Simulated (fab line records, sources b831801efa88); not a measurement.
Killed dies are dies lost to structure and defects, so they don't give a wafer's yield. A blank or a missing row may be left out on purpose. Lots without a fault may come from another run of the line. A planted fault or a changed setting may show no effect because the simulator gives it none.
Problem report in the 8D (eight disciplines) form, filled by code | flow sky130 | the parts of the form that need people (team, actions taken, sign-off) are left out

1. THE PROBLEM
NWELL_TW at SKY_NWELL_TW_MEAS_15 reads a mean of 30 on 4 wafers of 2 lots; wafers without a fault read 1805 with a standard deviation of 18. That is -99 standard deviations from the usual mean.
First seen on wafer L474.4, day 8 19:51, on film_metro-03. The record holds 42 wafers of 14 lots with a number at this step. Rule for "out", or "out of limits": more than 4 standard deviations from the usual mean. The other wafers with a number count as sound.

2. WHAT IT IS AND WHAT IT IS NOT
question                    | is                             | is not
which readings at this step | NWELL_TW                       | -
which lots                  | L474, L476                     | L456, L457, L459, L460, L461, L462, L463, L464, L466, L467, L468, L470
which wafers of those lots  | L474.4, L474.5, L476.4, L476.5 | L474.1, L476.1
read on which gauges        | film_metro-03                  | film_metro-01, film_metro-02
when                        | from day 8 19:51               | up to then (37 sound wafers); but 1 sound wafer of L476 came after

3. SUSPECTS, AND WHAT RULES EACH OUT
Counting: a tool at a process step up to the reading stays a suspect if it ran every lot that is out. Sound lots after the first of them don't rule it out here, since some wafers of a struck lot are sound.
- the gauge at SKY_NWELL_TW_MEAS_15: kept. All the wafers that are out were read on film_metro-03, and no step on other tools shows them out.
- litho_track-01 at SKY_NWELL_DEVELOP_09 (develop time 60 s): kept. It ran every lot that is out, first L474 (day 8 19:00); its last sound lot up to then is L470 (day 8 00:00).
Left after counting: litho_track-01 at SKY_NWELL_DEVELOP_09, film_metro-03 at SKY_NWELL_TW_MEAS_15.

4. THE CAUSE (what the simulator had put in)
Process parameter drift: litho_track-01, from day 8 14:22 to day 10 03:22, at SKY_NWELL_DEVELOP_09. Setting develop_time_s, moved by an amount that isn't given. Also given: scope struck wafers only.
Counting left 2 suspects, and this tool is among them.

5. THE CHAIN OF EFFECTS, in route order
Each row: a reading whose mean over the struck wafers that have a number lies more than 3 standard deviations from the usual. Only readings for which the record gives a usual standard deviation are gone through. hours: the time from each lot's start at the first step in this table that gives one to its start at this step, as a median over the lots. sigmas: the change in usual standard deviations.
hours | step                 | reading  | usual | on struck wafers | change | sigmas
0     | SKY_NWELL_TW_MEAS_15 | NWELL_TW | 1805  | 30               | -1775  | -99
Readings that are blank on the struck wafers while sound wafers have them: NWELL_00_OVL at SKY_NWELL_OVL_MEAS_10.
Later measuring or inspecting steps at which every struck wafer that the step has a row for has a number for every such reading, and none has moved that far: SKY_VT_ADJUST_HVTP_OVL_MEAS_08.

6. WHAT WOULD HAVE CAUGHT IT SOONER
In this record the first reading out of limits at a measuring or inspecting step was taken at day 8 19:51, 5 hours after the fault began at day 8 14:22.
Between SKY_NWELL_DEVELOP_09 and SKY_NWELL_TW_MEAS_15, SKY_NWELL_OVL_MEAS_10 gave no NWELL_00_OVL on the struck wafers, where sound wafers have one: a measuring or inspecting step that comes back empty is itself a sign.
Of the lots that are out (2), L476 began SKY_NWELL_DEVELOP_09 on litho_track-01 after day 8 19:51. A hold on the tool at that time would have spared it.
